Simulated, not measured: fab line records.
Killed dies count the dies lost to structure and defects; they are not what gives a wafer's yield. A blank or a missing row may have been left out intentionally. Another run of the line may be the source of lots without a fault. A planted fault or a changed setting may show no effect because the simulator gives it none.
fab line records :: flow sky130 :: part 2 of 2: steps 28 to 39 of 39
record
  lots=5
  wafers=15
  lastDay=47
route steps=708 shown VIA4@654 METAL5@661 PASSIVATION@681
lots with no fault: from the same line, run without faults
startH: hours from the record's first day to the start of the lot's first wafer shown :: waitH: hours since the lot's step before :: " identical to the entry in the row above :: L1.1+2: one row covering several wafers at once :: - no value, or no start given :: * or withheld: withheld :: < > ~ a bound
route shown NAME@n: names a module that has steps shown in the file, with the first one's number in the route :: usual: mean/standard deviation of fault-free wafers :: same: alike in all rows :: chamber/n: place in a boat :: sites: the reading at each site :: _std_site: standard deviation across them :: _edge_site: inner sites' mean taken away from outer sites' mean :: radiusMm: how far each site lies from the wafer's centre :: mask NAME#n: copy n :: behind: the last tool/chamber to shape the wafer :: hold: why the lot was held/for how many hours/how that ended :: device: the n, p or np transistor that did not switch :: end of line: tests run on the same wafers once the route is complete :: step lacking rows: just its recipe :: killed: count of dies lost to structure and defects at first sort (not the wafer's yield) :: map: shows each die of a wafer: x if killed, . if not, _ if none is there
set.NAME: the setting that was run; set.NAME@STEP: the one run at that earlier step :: model.NAME: the simulator's own value behind a step, which no gauge read
certain route steps with their lots: each step a table, each wafer a row
services: a tool's chamber out of use, with start hour (startH, from the record's first day; less than 0 if before it), hours out, and reason
## steps
# step SKY_PASSIVATION_CVD_00
# recipe
  material=SiO2
  targetThkNm=90
  tempC=400
  timeS=withheld
  rfW=600
# usual
  heaterPowerW=716/83
lot.wafer: L075.3
tool: pecvd-04
chamber: 0
startH: 1044.24
waitH: 0.0
heaterPowerW: 743

lot.wafer: L075.5
tool: pecvd-04
chamber: 1
startH: 1044.24
waitH: 0.0
heaterPowerW: 678

lot.wafer: L075.6
tool: pecvd-04
chamber: 2
startH: 1044.24
waitH: 0.0
heaterPowerW: 593

lot.wafer: L078.1
tool: pecvd-01
chamber: 2
startH: 1044.84
waitH: 0.0
heaterPowerW: 861

lot.wafer: L078.3
tool: pecvd-01
chamber: 1
startH: 1044.84
waitH: 0.0
heaterPowerW: 755

lot.wafer: L078.4
tool: pecvd-01
chamber: 1
startH: 1044.84
waitH: 0.0
heaterPowerW: 758

lot.wafer: L080.1
tool: pecvd-04
chamber: 0
startH: 1066.74
waitH: 0.0
heaterPowerW: 758

lot.wafer: L080.2
tool: pecvd-04
chamber: 2
startH: 1066.74
waitH: 0.0
heaterPowerW: 644

lot.wafer: L080.5
tool: pecvd-04
chamber: 0
startH: 1066.74
waitH: 0.0
heaterPowerW: 744

lot.wafer: L082.2
tool: pecvd-01
chamber: 0
startH: 1074.40
waitH: 0.0
heaterPowerW: 677

lot.wafer: L082.4
tool: pecvd-01
chamber: 0
startH: 1074.40
waitH: 0.0
heaterPowerW: 685

lot.wafer: L082.6
tool: pecvd-01
chamber: 1
startH: 1074.40
waitH: 0.0
heaterPowerW: 603

lot.wafer: L085.1
tool: pecvd-02
chamber: 0
startH: 1088.95
waitH: 0.0
heaterPowerW: 755

lot.wafer: L085.4
tool: pecvd-02
chamber: 2
startH: 1088.95
waitH: 0.0
heaterPowerW: 756

lot.wafer: L085.6
tool: pecvd-02
chamber: 1
startH: 1088.95
waitH: 0.0
heaterPowerW: 848
# step SKY_PASSIVATION_THK_MEAS_01
# recipe
  reads=SiO2_of_PASSIVATION_CVD_00
# usual
  PASSIVATION_CVD_00_THK=90.2/1
lot.wafer: L075.3
tool: filmMetro-01
chamber: -
startH: 1044.29
waitH: -
PASSIVATION_CVD_00_THK[nm]: 87.7

lot.wafer: L075.5
tool: filmMetro-01
chamber: -
startH: 1044.29
waitH: -
PASSIVATION_CVD_00_THK[nm]: 89.1

lot.wafer: L075.6
tool: filmMetro-01
chamber: -
startH: 1044.29
waitH: -
PASSIVATION_CVD_00_THK[nm]: 89.1

lot.wafer: L078.1
tool: filmMetro-01
chamber: -
startH: 1044.86
waitH: -
PASSIVATION_CVD_00_THK[nm]: 89.1

lot.wafer: L078.3
tool: filmMetro-01
chamber: -
startH: 1044.86
waitH: -
PASSIVATION_CVD_00_THK[nm]: 88.8

lot.wafer: L078.4
tool: filmMetro-01
chamber: -
startH: 1044.86
waitH: -
PASSIVATION_CVD_00_THK[nm]: 91.3

lot.wafer: L080.1
tool: filmMetro-01
chamber: -
startH: 1066.76
waitH: -
PASSIVATION_CVD_00_THK[nm]: 89.1

lot.wafer: L080.2
tool: filmMetro-01
chamber: -
startH: 1066.76
waitH: -
PASSIVATION_CVD_00_THK[nm]: 90.1

lot.wafer: L080.5
tool: filmMetro-01
chamber: -
startH: 1066.76
waitH: -
PASSIVATION_CVD_00_THK[nm]: 90.6

lot.wafer: L082.2
tool: filmMetro-03
chamber: -
startH: 1074.43
waitH: -
PASSIVATION_CVD_00_THK[nm]: 89.6

lot.wafer: L082.4
tool: filmMetro-03
chamber: -
startH: 1074.43
waitH: -
PASSIVATION_CVD_00_THK[nm]: 90.3

lot.wafer: L082.6
tool: filmMetro-03
chamber: -
startH: 1074.43
waitH: -
PASSIVATION_CVD_00_THK[nm]: 91.4

lot.wafer: L085.1
tool: filmMetro-01
chamber: -
startH: 1088.97
waitH: -
PASSIVATION_CVD_00_THK[nm]: 90.3

lot.wafer: L085.4
tool: filmMetro-01
chamber: -
startH: 1088.97
waitH: -
PASSIVATION_CVD_00_THK[nm]: 92.2

lot.wafer: L085.6
tool: filmMetro-01
chamber: -
startH: 1088.97
waitH: -
PASSIVATION_CVD_00_THK[nm]: 91.4
# step SKY_PASSIVATION_CVD_02
# recipe
  material=Si3N4
  targetThkNm=540
  tempC=400
  timeS=withheld
  rfW=450
# usual
  heaterPowerW=782/75
lot.wafer: L075.3
tool: pecvd-02
chamber: 1
startH: 1044.33
waitH: 0.0
heaterPowerW: 952

lot.wafer: L075.5
tool: pecvd-02
chamber: 2
startH: 1044.33
waitH: 0.0
heaterPowerW: 734

lot.wafer: L075.6
tool: pecvd-02
chamber: 1
startH: 1044.33
waitH: 0.0
heaterPowerW: 980

lot.wafer: L078.1
tool: pecvd-04
chamber: 2
startH: 1044.92
waitH: 0.1
heaterPowerW: 689

lot.wafer: L078.3
tool: pecvd-04
chamber: 1
startH: 1044.92
waitH: 0.1
heaterPowerW: 741

lot.wafer: L078.4
tool: pecvd-04
chamber: 2
startH: 1044.92
waitH: 0.1
heaterPowerW: 723

lot.wafer: L080.1
tool: pecvd-01
chamber: 0
startH: 1066.82
waitH: 0.1
heaterPowerW: 640

lot.wafer: L080.2
tool: pecvd-01
chamber: 1
startH: 1066.82
waitH: 0.1
heaterPowerW: 797

lot.wafer: L080.5
tool: pecvd-01
chamber: 2
startH: 1066.82
waitH: 0.1
heaterPowerW: 833

lot.wafer: L082.2
tool: pecvd-02
chamber: 1
startH: 1074.48
waitH: 0.0
heaterPowerW: 829

lot.wafer: L082.4
tool: pecvd-02
chamber: 2
startH: 1074.48
waitH: 0.0
heaterPowerW: 835

lot.wafer: L082.6
tool: pecvd-02
chamber: 0
startH: 1074.48
waitH: 0.0
heaterPowerW: 678

lot.wafer: L085.1
tool: pecvd-04
chamber: 1
startH: 1089.03
waitH: 0.1
heaterPowerW: 771

lot.wafer: L085.4
tool: pecvd-04
chamber: 0
startH: 1089.03
waitH: 0.1
heaterPowerW: 816

lot.wafer: L085.6
tool: pecvd-04
chamber: 2
startH: 1089.03
waitH: 0.1
heaterPowerW: 637
# step SKY_PASSIVATION_THK_MEAS_03
# recipe
  reads=Si3N4_of_PASSIVATION_CVD_02
# usual
  PASSIVATION_CVD_02_THK=541/8.1
lot.wafer: L075.3
tool: filmMetro-04
chamber: -
startH: 1044.57
waitH: -
PASSIVATION_CVD_02_THK[nm]: 541

lot.wafer: L075.5
tool: filmMetro-04
chamber: -
startH: 1044.57
waitH: -
PASSIVATION_CVD_02_THK[nm]: 541

lot.wafer: L075.6
tool: filmMetro-04
chamber: -
startH: 1044.57
waitH: -
PASSIVATION_CVD_02_THK[nm]: 553

lot.wafer: L078.1
tool: filmMetro-01
chamber: -
startH: 1045.14
waitH: -
PASSIVATION_CVD_02_THK[nm]: 533

lot.wafer: L078.3
tool: filmMetro-01
chamber: -
startH: 1045.14
waitH: -
PASSIVATION_CVD_02_THK[nm]: 530

lot.wafer: L078.4
tool: filmMetro-01
chamber: -
startH: 1045.14
waitH: -
PASSIVATION_CVD_02_THK[nm]: 539

lot.wafer: L080.1
tool: filmMetro-04
chamber: -
startH: 1067.05
waitH: -
PASSIVATION_CVD_02_THK[nm]: 542

lot.wafer: L080.2
tool: filmMetro-04
chamber: -
startH: 1067.05
waitH: -
PASSIVATION_CVD_02_THK[nm]: 541

lot.wafer: L080.5
tool: filmMetro-04
chamber: -
startH: 1067.05
waitH: -
PASSIVATION_CVD_02_THK[nm]: 555

lot.wafer: L082.2
tool: filmMetro-01
chamber: -
startH: 1074.72
waitH: -
PASSIVATION_CVD_02_THK[nm]: 538

lot.wafer: L082.4
tool: filmMetro-01
chamber: -
startH: 1074.72
waitH: -
PASSIVATION_CVD_02_THK[nm]: 543

lot.wafer: L082.6
tool: filmMetro-01
chamber: -
startH: 1074.72
waitH: -
PASSIVATION_CVD_02_THK[nm]: 550

lot.wafer: L085.1
tool: filmMetro-04
chamber: -
startH: 1089.26
waitH: -
PASSIVATION_CVD_02_THK[nm]: 537

lot.wafer: L085.4
tool: filmMetro-04
chamber: -
startH: 1089.26
waitH: -
PASSIVATION_CVD_02_THK[nm]: 540

lot.wafer: L085.6
tool: filmMetro-04
chamber: -
startH: 1089.26
waitH: -
PASSIVATION_CVD_02_THK[nm]: 538
# step SKY_PASSIVATION_DEHYDRATE_04
# recipe
  tempC=200
  timeS=60
lot.wafer: L075.3+5+6
tool: lithoTrack-01
chamber: 0
startH: 1054.44
waitH: 9.9

lot.wafer: L078.1+3+4
tool: lithoTrack-01
chamber: 0
startH: 1055.04
waitH: 9.9

lot.wafer: L080.1+2+5
tool: lithoTrack-02
chamber: 0
startH: 1077.69
waitH: 10.6

lot.wafer: L082.2+4+6
tool: lithoTrack-01
chamber: 0
startH: 1084.51
waitH: 9.8

lot.wafer: L085.1+4+6
tool: lithoTrack-04
chamber: 0
startH: 1098.98
waitH: 9.7
# step SKY_PASSIVATION_HMDS_05
# recipe
  primeTimeS=60
  primeTempC=120
lot.wafer: L075.3+5+6
tool: lithoTrack-01
chamber: 0
startH: 1054.59
waitH: 0.1

lot.wafer: L078.1+3+4
tool: lithoTrack-01
chamber: 0
startH: 1055.19
waitH: 0.1

lot.wafer: L080.1+2+5
tool: lithoTrack-02
chamber: 0
startH: 1077.84
waitH: 0.1

lot.wafer: L082.2+4+6
tool: lithoTrack-01
chamber: 0
startH: 1084.66
waitH: 0.1

lot.wafer: L085.1+4+6
tool: lithoTrack-04
chamber: 0
startH: 1099.13
waitH: 0.1
# step SKY_PASSIVATION_COAT_06
# recipe
  spinRpm=2000
  resistThkNm=3000
lot.wafer: L075.3+5+6
tool: lithoTrack-01
chamber: 0
startH: 1054.74
waitH: 0.1

lot.wafer: L078.1+3+4
tool: lithoTrack-01
chamber: 0
startH: 1055.34
waitH: 0.1

lot.wafer: L080.1+2+5
tool: lithoTrack-02
chamber: 0
startH: 1077.99
waitH: 0.1

lot.wafer: L082.2+4+6
tool: lithoTrack-01
chamber: 0
startH: 1084.81
waitH: 0.1

lot.wafer: L085.1+4+6
tool: lithoTrack-04
chamber: 0
startH: 1099.28
waitH: 0.1
# step SKY_PASSIVATION_SOFTBAKE_07
# recipe
  tempC=110
  timeS=withheld
lot.wafer: L075.3+5+6
tool: lithoTrack-01
chamber: 0
startH: 1054.91
waitH: 0.1

lot.wafer: L078.1+3+4
tool: lithoTrack-01
chamber: 0
startH: 1055.49
waitH: 0.1

lot.wafer: L080.1+2+5
tool: lithoTrack-02
chamber: 0
startH: 1078.14
waitH: 0.1

lot.wafer: L082.2+4+6
tool: lithoTrack-01
chamber: 0
startH: 1084.97
waitH: 0.1

lot.wafer: L085.1+4+6
tool: lithoTrack-04
chamber: 0
startH: 1099.43
waitH: 0.1
# step SKY_PASSIVATION_EXPOSE_08
# recipe
  maskId=NSM
  targetCdNm=3000
  na=0.57
  doseMj=260
# same
  na=0.57
lot.wafer: L075.3+5+6
tool: ilineStepper-01
chamber: 0
startH: -
waitH: -
mask: NSM#0

lot.wafer: L078.1+3+4
tool: ilineStepper-02
chamber: 0
startH: -
waitH: -
mask: NSM#0

lot.wafer: L080.1+2+5
tool: ilineStepper-02
chamber: 0
startH: -
waitH: -
mask: NSM#0

lot.wafer: L082.2+4+6
tool: ilineStepper-02
chamber: 0
startH: -
waitH: -
mask: NSM#0

lot.wafer: L085.1+4+6
tool: ilineStepper-02
chamber: 0
startH: -
waitH: -
mask: NSM#0
# step SKY_PASSIVATION_PEB_09
# recipe
  tempC=115
  timeS=withheld
lot.wafer: L075.3+5+6
tool: lithoTrack-01
chamber: 0
startH: -
waitH: -

lot.wafer: L078.1+3+4
tool: lithoTrack-02
chamber: 0
startH: -
waitH: -

lot.wafer: L080.1+2+5
tool: lithoTrack-02
chamber: 0
startH: -
waitH: -

lot.wafer: L082.2+4+6
tool: lithoTrack-01
chamber: 0
startH: -
waitH: -

lot.wafer: L085.1+4+6
tool: lithoTrack-01
chamber: 0
startH: -
waitH: -
# step SKY_PASSIVATION_DEVELOP_10
# recipe
  developTimeS=60
  devTempC=23
lot.wafer: L075.3+5+6
tool: lithoTrack-01
chamber: 0
startH: -
waitH: -

lot.wafer: L078.1+3+4
tool: lithoTrack-02
chamber: 0
startH: -
waitH: -

lot.wafer: L080.1+2+5
tool: lithoTrack-02
chamber: 0
startH: -
waitH: -

lot.wafer: L082.2+4+6
tool: lithoTrack-01
chamber: 0
startH: -
waitH: -

lot.wafer: L085.1+4+6
tool: lithoTrack-01
chamber: 0
startH: -
waitH: -
# step SKY_PASSIVATION_ETCH_11
# recipe
  chemistry=CF4/O2
  targetDepthNm=725
  stopOn=AlCu
  sourceW=800
  biasW=150
  pressureMtorr=150
  cf4FlowSccm=80
  O2_flow_sccm=10
  timeS=161.1
# usual
  chamberPressureMTorr=150.02/0.13
  drypumpMotorCurrentA=5.7/0.37
  oesProductAu=0.978/0.0077
  throttleValvePct=5.965/0.0096
lot.wafer: L075.3
tool: rieDiel-01
chamber: 3
startH: 1064.99
waitH: -
chamberPressureMTorr: 149.97
drypumpMotorCurrentA: 5.7
oesProductAu: 0.975
rfHoursCounterH: 17
throttleValvePct: 5.977

lot.wafer: L075.5
tool: rieDiel-01
chamber: 2
startH: 1064.99
waitH: -
chamberPressureMTorr: 150.06
drypumpMotorCurrentA: 6.1
oesProductAu: 0.980
rfHoursCounterH: -
throttleValvePct: 5.966

lot.wafer: L075.6
tool: rieDiel-01
chamber: 1
startH: 1064.99
waitH: -
chamberPressureMTorr: 150.05
drypumpMotorCurrentA: 5.1
oesProductAu: 0.984
rfHoursCounterH: -
throttleValvePct: 5.949

lot.wafer: L078.1
tool: rieDiel-02
chamber: 3
startH: 1065.64
waitH: -
chamberPressureMTorr: 150.10
drypumpMotorCurrentA: 5.3
oesProductAu: 0.970
rfHoursCounterH: 10
throttleValvePct: 5.962

lot.wafer: L078.3
tool: rieDiel-02
chamber: 0
startH: 1065.64
waitH: -
chamberPressureMTorr: 149.92
drypumpMotorCurrentA: 5.4
oesProductAu: 0.975
rfHoursCounterH: 5
throttleValvePct: 5.934

lot.wafer: L078.4
tool: rieDiel-02
chamber: 2
startH: 1065.64
waitH: -
chamberPressureMTorr: 150.01
drypumpMotorCurrentA: 5.9
oesProductAu: 0.971
rfHoursCounterH: 21
throttleValvePct: 5.964

lot.wafer: L080.1
tool: rieDiel-01
chamber: 1
startH: 1087.99
waitH: -
chamberPressureMTorr: 149.75
drypumpMotorCurrentA: 5.1
oesProductAu: 0.980
rfHoursCounterH: 19
throttleValvePct: 5.980

lot.wafer: L080.2
tool: rieDiel-01
chamber: 0
startH: 1087.99
waitH: -
chamberPressureMTorr: 149.98
drypumpMotorCurrentA: 5.5
oesProductAu: 0.982
rfHoursCounterH: 19
throttleValvePct: 5.955

lot.wafer: L080.5
tool: rieDiel-01
chamber: 2
startH: 1087.99
waitH: -
chamberPressureMTorr: 149.90
drypumpMotorCurrentA: 6.2
oesProductAu: 0.989
rfHoursCounterH: -
throttleValvePct: 5.963

lot.wafer: L082.2
tool: rieDiel-02
chamber: 2
startH: 1095.29
waitH: -
chamberPressureMTorr: 150.30
drypumpMotorCurrentA: 6.0
oesProductAu: 0.962
rfHoursCounterH: 23
throttleValvePct: 5.966

lot.wafer: L082.4
tool: rieDiel-02
chamber: 1
startH: 1095.29
waitH: -
chamberPressureMTorr: 150.01
drypumpMotorCurrentA: 5.7
oesProductAu: 0.978
rfHoursCounterH: 26
throttleValvePct: 5.947

lot.wafer: L082.6
tool: rieDiel-02
chamber: 1
startH: 1095.29
waitH: -
chamberPressureMTorr: 149.86
drypumpMotorCurrentA: 5.7
oesProductAu: 0.994
rfHoursCounterH: -
throttleValvePct: 5.959

lot.wafer: L085.1
tool: rieDiel-01
chamber: 2
startH: 1109.74
waitH: -
chamberPressureMTorr: 149.92
drypumpMotorCurrentA: 6.1
oesProductAu: 0.976
rfHoursCounterH: 5
throttleValvePct: 5.968

lot.wafer: L085.4
tool: rieDiel-01
chamber: 1
startH: 1109.74
waitH: -
chamberPressureMTorr: 149.89
drypumpMotorCurrentA: 5.1
oesProductAu: 0.977
rfHoursCounterH: 20
throttleValvePct: 5.955

lot.wafer: L085.6
tool: rieDiel-01
chamber: 2
startH: 1109.74
waitH: -
chamberPressureMTorr: 150.08
drypumpMotorCurrentA: 6.1
oesProductAu: 0.977
rfHoursCounterH: -
throttleValvePct: 5.973
## services
tool: pecvd-01
chamber: 1
startH: 997.09
hours: 11.1
kind: repair

tool: pecvd-02
chamber: -
startH: 998.06
hours: 4.3
kind: pm

tool: rieDiel-02
chamber: -
startH: 1002.18
hours: 0.2
kind: repair

tool: rieMetal-02
chamber: -
startH: 1002.39
hours: 0.5
kind: repair

tool: cmp-02
chamber: -
startH: 1006.80
hours: 1.9
kind: repair

tool: ilineStepper-01
chamber: -
startH: 1010.85
hours: 2.1
kind: pm

tool: rieDiel-02
chamber: 2
startH: 1014.27
hours: 10.3
kind: repair

tool: rieDiel-02
chamber: 1
startH: 1015.32
hours: 1.2
kind: repair

tool: rieDiel-02
chamber: 1
startH: 1022.42
hours: 4.0
kind: repair

tool: cmp-02
chamber: -
startH: 1026.53
hours: 3.7
kind: pm

tool: pecvd-01
chamber: -
startH: 1038.26
hours: 0.9
kind: repair

tool: ilineStepper-01
chamber: -
startH: 1046.08
hours: 1.6
kind: repair

tool: cmp-01
chamber: -
startH: 1047.20
hours: 5.8
kind: pm

tool: pecvd-02
chamber: 0
startH: 1058.28
hours: 7.7
kind: repair

tool: pecvd-01
chamber: 2
startH: 1067.76
hours: 3.7
kind: repair

tool: pecvd-04
chamber: 2
startH: 1072.16
hours: 3.7
kind: repair

tool: cmp-01
chamber: -
startH: 1084.29
hours: 4.0
kind: pm

tool: ilineStepper-02
chamber: -
startH: 1085.49
hours: 3.0
kind: repair

tool: cmp-01
chamber: -
startH: 1085.96
hours: 6.2
kind: repair

tool: pecvd-01
chamber: -
startH: 1097.88
hours: 6.0
kind: pm

tool: cvdW-01
chamber: 1
startH: 1100.72
hours: 4.3
kind: repair

tool: pecvd-04
chamber: 1
startH: 1101.83
hours: 13.1
kind: repair

tool: pvdSputter-02
chamber: -
startH: 1103.56
hours: 3.2
kind: repair

tool: pecvd-02
chamber: -
startH: 1108.49
hours: 0.9
kind: repair
